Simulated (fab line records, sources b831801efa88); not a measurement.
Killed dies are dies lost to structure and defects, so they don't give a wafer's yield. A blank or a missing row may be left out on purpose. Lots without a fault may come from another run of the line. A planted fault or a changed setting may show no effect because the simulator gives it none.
Which tool did it? | flow gf180mcu | 14 lots, 42 wafers sampled, at 4 steps of a route of 602

WHAT THE GAUGES READ, wafer by wafer
GF_V4_RS_MEAS_24: measures by four-point-probe. Usual: V4_W_RS 0.327 ohm/sq, standard deviation 0.0056.
lot  | measured     | on            | V4_W_RS (ohm/sq)  | flag
L900 | day 24 08:50 | film_metro-04 | 0.333 0.325 0.330 |
L901 | day 25 03:22 | film_metro-04 | 0.331 0.333 0.326 |
L902 | day 25 09:22 | film_metro-01 | 0.323 0.318 0.327 |
L904 | day 25 20:25 | film_metro-01 | 0.327 0.328 0.331 |
L906 | day 26 21:48 | film_metro-04 | 0.329 0.334 0.334 |
L907 | day 27 02:32 | film_metro-04 | 0.319 0.332 0.322 |
L908 | day 27 04:02 | film_metro-02 | 0.333 0.332 0.331 |
L910 | day 28 02:14 | film_metro-01 | 0.323 0.329 0.321 |
L911 | day 28 03:32 | film_metro-04 | 0.328 0.316 0.327 |
L912 | day 28 11:35 | film_metro-02 | 0.330 0.332 0.330 |
L913 | day 28 19:29 | film_metro-02 | 0.320 0.325 0.325 |
L914 | day 29 00:23 | film_metro-04 | 0.329 0.330 0.329 |
L917 | day 29 21:53 | film_metro-01 | 0.333 0.333 0.329 |
L922 | day 31 10:01 | film_metro-01 | 0.327 0.321 0.330 |

WHICH TOOL RAN EACH LOT (tool, then ch and the chambers of the sampled wafers, then the start)
lot  | GF_M4_SPUTTER_01             | GF_V4_PEB_12                      | GF_V4_SPUTTER_22
L900 | pvd_sputter-01, day 22 09:05 | litho_track-04 ch 0, day 24 07:27 | pvd_sputter-01, day 24 08:41
L901 | pvd_sputter-01, day 23 03:38 | litho_track-02 ch 0, day 25 01:59 | pvd_sputter-03, day 25 03:13
L902 | pvd_sputter-01, day 23 10:32 | litho_track-03 ch 0, day 25 08:00 | pvd_sputter-03, day 25 09:11
L904 | pvd_sputter-04, day 23 22:50 | litho_track-02 ch 0, day 25 18:59 | pvd_sputter-02, day 25 20:16
L906 | pvd_sputter-02, day 25 02:22 | litho_track-04 ch 0, day 26 20:24 | pvd_sputter-03, day 26 21:39
L907 | pvd_sputter-02, day 25 06:53 | litho_track-04 ch 0, day 27 01:09 | pvd_sputter-02, day 27 02:23
L908 | pvd_sputter-01, day 25 07:50 | litho_track-03 ch 0, day 27 02:34 | pvd_sputter-03, day 27 03:53
L910 | pvd_sputter-04, day 26 07:06 | litho_track-03 ch 0, day 28 00:51 | pvd_sputter-01, day 28 02:04
L911 | pvd_sputter-02, day 26 08:42 | litho_track-03 ch 0, day 28 02:04 | pvd_sputter-03, day 28 03:23
L912 | pvd_sputter-02, day 26 17:00 | litho_track-04 ch 0, day 28 10:12 | pvd_sputter-01, day 28 11:26
L913 | pvd_sputter-04, day 27 00:55 | litho_track-03 ch 0, day 28 18:07 | pvd_sputter-02, day 28 19:20
L914 | pvd_sputter-02, day 27 08:41 | litho_track-02 ch 0, day 28 23:01 | pvd_sputter-03, day 29 00:13
L917 | pvd_sputter-04, day 28 04:37 | litho_track-03 ch 0, day 29 20:31 | pvd_sputter-03, day 29 21:44
L922 | pvd_sputter-01, day 29 18:19 | litho_track-02 ch 0, day 31 08:38 | pvd_sputter-01, day 31 09:52
- GF_M4_SPUTTER_01: material TiN, target thk 30 nm, time 25 s.
- GF_V4_PEB_12: peb time 90 s.
- GF_V4_SPUTTER_22: material TiN, target thk 10 nm, time 40 s.

WHAT THE TOOLS THEMSELVES READ (means of the sampled wafers that have a number; where no wafer has one, the mark that the record gives instead)
GF_M4_SPUTTER_01. Usual: throttle_valve_pct 30.1 %, standard deviation 0.84.
lot  | tool           | throttle_valve_pct (%) | flag
L900 | pvd_sputter-01 | 30.3                   |
L901 | pvd_sputter-01 | 30.2                   |
L902 | pvd_sputter-01 | 29.6                   |
L904 | pvd_sputter-04 | 30.5                   |
L906 | pvd_sputter-02 | 29.2                   |
L907 | pvd_sputter-02 | 29.9                   |
L908 | pvd_sputter-01 | 30.4                   |
L910 | pvd_sputter-04 | 30.5                   |
L911 | pvd_sputter-02 | 29.2                   |
L912 | pvd_sputter-02 | 29.2                   |
L913 | pvd_sputter-04 | 30.3                   |
L914 | pvd_sputter-02 | 29.6                   |
L917 | pvd_sputter-04 | 30.4                   |
L922 | pvd_sputter-01 | 30.1                   |

GF_V4_PEB_12. Usual: heater_power_total_W 85.70 W, standard deviation 0.082.
lot  | tool           | heater_power_total_W (W) | flag
L900 | litho_track-04 | 85.71                    |
L901 | litho_track-02 | 85.75                    |
L902 | litho_track-03 | 85.69                    |
L904 | litho_track-02 | 85.74                    |
L906 | litho_track-04 | 85.61                    |
L907 | litho_track-04 | 85.65                    |
L908 | litho_track-03 | 85.70                    |
L910 | litho_track-03 | 85.70                    |
L911 | litho_track-03 | 85.67                    |
L912 | litho_track-04 | 85.69                    |
L913 | litho_track-03 | 86.60                    | OFF
L914 | litho_track-02 | 85.72                    |
L917 | litho_track-03 | 86.64                    | OFF
L922 | litho_track-02 | 85.71                    |

GF_V4_SPUTTER_22. Usual: throttle_valve_pct 29.7 %, standard deviation 1.2.
lot  | tool           | throttle_valve_pct (%) | flag
L900 | pvd_sputter-01 | 30.3                   |
L901 | pvd_sputter-03 | 30.8                   |
L902 | pvd_sputter-03 | 29.5                   |
L904 | pvd_sputter-02 | 29.8                   |
L906 | pvd_sputter-03 | 29.5                   |
L907 | pvd_sputter-02 | 29.2                   |
L908 | pvd_sputter-03 | 30.7                   |
L910 | pvd_sputter-01 | 30.5                   |
L911 | pvd_sputter-03 | 29.1                   |
L912 | pvd_sputter-01 | 30.2                   |
L913 | pvd_sputter-02 | 29.0                   |
L914 | pvd_sputter-03 | 28.7                   |
L917 | pvd_sputter-03 | 30.6                   |
L922 | pvd_sputter-01 | 30.4                   |

THE ANSWER, worked out from the rows above alone
Rule: a lot is off if the mean of its wafers that have a number lies more than 3 standard deviations from the usual mean. A lot without any number at a reading at which 4 lots or more have one is off too. The other lots that the step has rows for count as sound. The gauges are gone through in route order, then the tools' own readings, and for those a lot's mean is taken as printed above. The first step at which some lot is off is used, and at that step the reading that is off furthest; a lot without a number counts as furthest.
Off: L913, L917, at GF_V4_PEB_12 (heater_power_total_W).
A tool fits if, at that step or a process step before it, it ran every lot that is off, and no sound lot after the first of them. Can't be told from this: 2 tools fit, pvd_sputter-04 at GF_M4_SPUTTER_01, litho_track-03 at GF_V4_PEB_12.

WHAT THE SIMULATOR HAD PUT IN
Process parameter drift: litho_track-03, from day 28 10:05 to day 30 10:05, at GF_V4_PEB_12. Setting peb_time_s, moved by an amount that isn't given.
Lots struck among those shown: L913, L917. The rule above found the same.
